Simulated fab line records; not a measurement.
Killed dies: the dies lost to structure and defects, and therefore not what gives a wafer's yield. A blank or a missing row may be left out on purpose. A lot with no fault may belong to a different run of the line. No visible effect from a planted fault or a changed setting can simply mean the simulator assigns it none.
What tool caused it?	flow gf180mcu	13 lots with 39 wafers sampled at 6 steps, on a route of 602 steps

## WHAT THE GAUGES SHOWED, per wafer
GF_HV_LDD_OVL_MEAS_47. Usual: HV_LDD_03_OVL gives -0.2 nm (standard deviation 1.4).
lot	measured	on	HV_LDD_03_OVL (nm)	flag
L671	day 12 13:38	overlay-01	-0.6 -2.9 -0.7	
L673	day 13 10:44	overlay-02	1.5 0.4 -0.4	
L674	day 13 13:11	overlay-01	-2.5 -1.5 -3.7	
L676	day 13 21:11	overlay-01	-1.8 -1.5 -1.3	
L675	day 13 20:53	overlay-02	-0.5 -1.0 -0.6	
L679	day 15 01:55	overlay-01	-1.4 -1.7 -2.0	
L681	day 15 16:19	overlay-02	-0.2 0.5 1.0	
L682	day 15 22:04	overlay-02	0.2 0.1 -0.6	
L683	day 16 10:46	overlay-02	1.2 0.5 0.2	
L689	day 18 14:31	overlay-02	0.1 -0.1 1.6	
L692	day 19 10:37	overlay-01	-0.3 0.8 -0.7	
L693	day 19 20:55	overlay-01	-0.5 -0.5 -0.2	
L694	day 20 04:08	overlay-02	2.6 1.5 2.7	

GF_PSD_TW_MEAS_11. Usual: PSD_TW gives 3141 (standard deviation 54).
lot	measured	on	PSD_TW	flag
L671	day 14 09:13	filmMetro-02	3093 3105 3108	
L673	day 15 07:47	filmMetro-01	3144 3154 3134	
L674	day 15 10:28	filmMetro-02	3108 3085 3107	
L676	day 15 21:25	filmMetro-02	3100 3105 3107	
L675	day 15 18:43	filmMetro-02	3102 3101 3093	
L679	day 17 02:40	filmMetro-04	3191 3211 3198	
L681	day 17 17:16	filmMetro-04	3204 3209 3200	
L682	day 17 22:28	filmMetro-01	3108 3110 3127	
L683	day 18 14:29	filmMetro-02	3090 3102 3097	
L689	day 20 19:12	filmMetro-02	30 29 30	OFF
L692	day 21 15:08	filmMetro-04	3226 3217 3182	
L693	day 22 00:43	filmMetro-01	3121 3113 3127	
L694	day 22 07:16	filmMetro-02	3081 3111 3075	

GF_PSD_RS_MEAS_15: measures by four-point-probe. Usual: PSD_RS gives 109.6 ohm/sq (standard deviation 0.31).
lot	measured	on	PSD_RS (ohm/sq)	flag
L671	day 14 09:32	filmMetro-02	109.9 110.0 109.9	
L673	day 15 08:07	filmMetro-02	109.4 109.4 109.5	
L674	day 15 10:47	filmMetro-01	109.9 109.9 109.6	
L676	day 15 21:46	filmMetro-01	110.1 109.7 110.0	
L675	day 15 19:02	filmMetro-01	109.6 109.5 109.6	
L679	day 17 02:59	filmMetro-01	110.2 110.0 109.9	
L681	day 17 17:34	filmMetro-01	109.7 109.7 109.7	
L682	day 17 22:46	filmMetro-01	109.3 109.6 109.9	
L683	day 18 14:47	filmMetro-04	109.6 109.5 109.6	
L689	day 20 19:31	filmMetro-01	109.7 109.8 109.5	
L692	day 21 15:27	filmMetro-02	109.8 109.6 109.6	
L693	day 22 01:02	filmMetro-04	109.0 108.6 109.3	
L694	day 22 07:37	filmMetro-01	110.0 110.0 109.8	

## TOOL THAT RAN EACH LOT (tool first, then ch and the chambers of the sampled wafers, then the start)
lot	GF_POLY_GATE_STRIP_14	GF_NSD_STRIP_11	GF_PSD_STRIP_10
L671	plasmaAsher-01 ch 1, day 9 08:43	plasmaAsher-03 ch 0,1, day 13 13:09	plasmaAsher-04 ch 0,1, day 14 09:06
L673	plasmaAsher-02 ch 0,1, day 10 03:07	plasmaAsher-02 ch 0,1, day 14 10:25	plasmaAsher-04 ch 0,1, day 15 07:41
L674	plasmaAsher-03 ch 0,1, day 10 06:58	plasmaAsher-04 ch 0,1, day 14 12:51	plasmaAsher-01 ch 0,1, day 15 10:22
L676	plasmaAsher-03 ch 0,1, day 10 11:37	plasmaAsher-02 ch 0,1, day 14 22:53	plasmaAsher-03 ch 0,1, day 15 21:20
L675	plasmaAsher-03 ch 0,1, day 10 11:56	plasmaAsher-03 ch 0, day 14 21:34	plasmaAsher-01 ch 0,1, day 15 18:37
L679	plasmaAsher-01 ch 0,1, day 11 16:28	plasmaAsher-02 ch 0,1, day 16 04:02	plasmaAsher-04 ch 0,1, day 17 02:34
L681	plasmaAsher-01 ch 0,1, day 12 04:42	plasmaAsher-03 ch 0,1, day 16 18:22	plasmaAsher-01 ch 0,1, day 17 17:10
L682	plasmaAsher-02 ch 0,1, day 12 09:34	plasmaAsher-02 ch 0,1, day 16 23:22	plasmaAsher-03 ch 1, day 17 22:22
L683	plasmaAsher-01 ch 0,1, day 12 20:01	plasmaAsher-03 ch 0,1, day 17 14:23	plasmaAsher-04 ch 0,1, day 18 14:23
L689	plasmaAsher-02 ch 0,1, day 14 15:28	plasmaAsher-02 ch 1, day 19 18:32	plasmaAsher-03 ch 0,1, day 20 19:06
L692	plasmaAsher-03 ch 0,1, day 15 11:00	plasmaAsher-03 ch 0,1, day 20 14:37	plasmaAsher-01 ch 0,1, day 21 15:01
L693	plasmaAsher-01 ch 0,1, day 15 20:19	plasmaAsher-03 ch 0,1, day 21 00:44	plasmaAsher-01 ch 0,1, day 22 00:37
L694	plasmaAsher-03 ch 0,1, day 16 02:42	plasmaAsher-03 ch 0,1, day 21 07:17	plasmaAsher-04 ch 0,1, day 22 07:11
- GF_POLY_GATE_STRIP_14: strips in O2/N2.
- GF_NSD_STRIP_11: strips in O2/N2.
- GF_PSD_STRIP_10: strips in O2/N2.

## AS READ BY THE TOOLS THEMSELVES (means over the sampled wafers that have a number; for cases with no such wafer, the mark the record gives instead)
GF_POLY_GATE_STRIP_14. Usual: drypumpMotorCurrentA 5.7 A, standard deviation 0.37; heaterPowerW 336 W, standard deviation 15; n2FlowSccm 300.0 sccm, standard deviation 0.9; oesProductAu 0.505 a.u., standard deviation 0.0044.
lot	tool	drypumpMotorCurrentA (A)	heaterPowerW (W)	n2FlowSccm (sccm)	oesProductAu (a.u.)	flag
L671	plasmaAsher-01	5.4	335	300.7	0.506	
L673	plasmaAsher-02	5.7	352	300.2	0.508	
L674	plasmaAsher-03	5.8	335	300.8	0.505	
L676	plasmaAsher-03	5.8	339	301.1	0.503	
L675	plasmaAsher-03	5.8	333	299.6	0.505	
L679	plasmaAsher-01	5.5	328	298.7	0.505	
L681	plasmaAsher-01	5.4	333	299.5	0.499	
L682	plasmaAsher-02	6.1	348	299.8	0.508	
L683	plasmaAsher-01	5.5	331	300.5	0.507	
L689	plasmaAsher-02	6.0	346	300.1	0.505	
L692	plasmaAsher-03	5.8	339	300.1	0.505	
L693	plasmaAsher-01	5.4	334	299.6	0.503	
L694	plasmaAsher-03	5.8	335	300.5	0.507	

GF_NSD_STRIP_11. Usual: drypumpMotorCurrentA 5.9 A, standard deviation 0.39; heaterPowerW 335 W, standard deviation 14; n2FlowSccm 300.1 sccm, standard deviation 0.93; oesProductAu 0.488 a.u., standard deviation 0.0049; stripTimeToEndpointS 22.87 s, standard deviation 0.04.
lot	tool	drypumpMotorCurrentA (A)	heaterPowerW (W)	n2FlowSccm (sccm)	oesProductAu (a.u.)	stripTimeToEndpointS (s)	flag
L671	plasmaAsher-03	5.9	333	300.3	0.485	22.87	
L673	plasmaAsher-02	6.0	347	300.0	0.489	22.83	
L674	plasmaAsher-04	6.4	332	300.8	0.484	22.84	
L676	plasmaAsher-02	6.0	347	300.1	0.487	22.83	
L675	plasmaAsher-03	6.1	312	299.8	0.488	22.90	
L679	plasmaAsher-02	5.7	349	300.3	0.488	22.90	
L681	plasmaAsher-03	5.9	329	299.7	0.487	22.86	
L682	plasmaAsher-02	5.7	349	299.7	0.486	22.94	
L683	plasmaAsher-03	5.9	322	298.5	0.488	22.84	
L689	plasmaAsher-02	6.4	343	300.0	0.354	-	OFF
L692	plasmaAsher-03	5.9	326	300.2	0.491	22.87	
L693	plasmaAsher-03	5.9	323	300.3	0.488	22.88	
L694	plasmaAsher-03	5.8	327	300.6	0.488	22.88	

GF_PSD_STRIP_10. Usual: drypumpMotorCurrentA 5.9 A, standard deviation 0.41; heaterPowerW 330 W, standard deviation 9.6; n2FlowSccm 299.8 sccm, standard deviation 0.84; oesProductAu 0.595 a.u., standard deviation 0.0047; stripTimeToEndpointS 16.43 s, standard deviation 0.034.
lot	tool	drypumpMotorCurrentA (A)	heaterPowerW (W)	n2FlowSccm (sccm)	oesProductAu (a.u.)	stripTimeToEndpointS (s)	flag
L671	plasmaAsher-04	6.1	333	301.2	0.592	16.39	
L673	plasmaAsher-04	6.2	336	300.4	0.600	16.43	
L674	plasmaAsher-01	5.5	331	300.2	0.593	16.44	
L676	plasmaAsher-03	5.9	327	300.3	0.589	16.41	
L675	plasmaAsher-01	5.4	324	299.2	0.598	16.43	
L679	plasmaAsher-04	6.2	330	299.8	0.592	16.43	
L681	plasmaAsher-01	5.4	330	300.0	0.595	16.45	
L682	plasmaAsher-03	5.6	351	300.7	0.594	16.44	
L683	plasmaAsher-04	6.4	334	299.9	0.595	16.49	
L689	plasmaAsher-03	5.9	322	300.2	0.646	25.98	OFF
L692	plasmaAsher-01	5.5	331	300.1	0.589	16.40	
L693	plasmaAsher-01	5.4	336	299.0	0.590	16.47	
L694	plasmaAsher-04	6.4	335	299.8	0.597	16.46	

## THE ANSWER, worked out from the rows above alone
Rule: take the mean of a lot's wafers that have a number; if it is more than 3 standard deviations from the usual mean, the lot is off. A lot without any number at a reading at which 4 lots or more have one is off too. Any other lot the step has rows for is counted as sound. The gauges are gone through in route order, then the tools' own readings, and for those a lot's mean is taken as printed above. The first step at which some lot is off is used, and at that step the reading that is off furthest; a lot without a number counts as furthest.
Off: L689, seen at GF_PSD_TW_MEAS_11 (PSD_TW).
If a tool, at a process step before that reading, ran all the lots that are off and no sound lot after the first of them, it fits. Not tried: the gauges at GF_PSD_TW_MEAS_11; whatever is off there is also off at GF_NSD_STRIP_11, on other tools, and gauge error can't account for it. Can't be told from this: 2 tools fit, plasmaAsher-02 at GF_POLY_GATE_STRIP_14 and GF_NSD_STRIP_11, plasmaAsher-03 at GF_PSD_STRIP_10.

## WHAT THE SIMULATOR PUT IN
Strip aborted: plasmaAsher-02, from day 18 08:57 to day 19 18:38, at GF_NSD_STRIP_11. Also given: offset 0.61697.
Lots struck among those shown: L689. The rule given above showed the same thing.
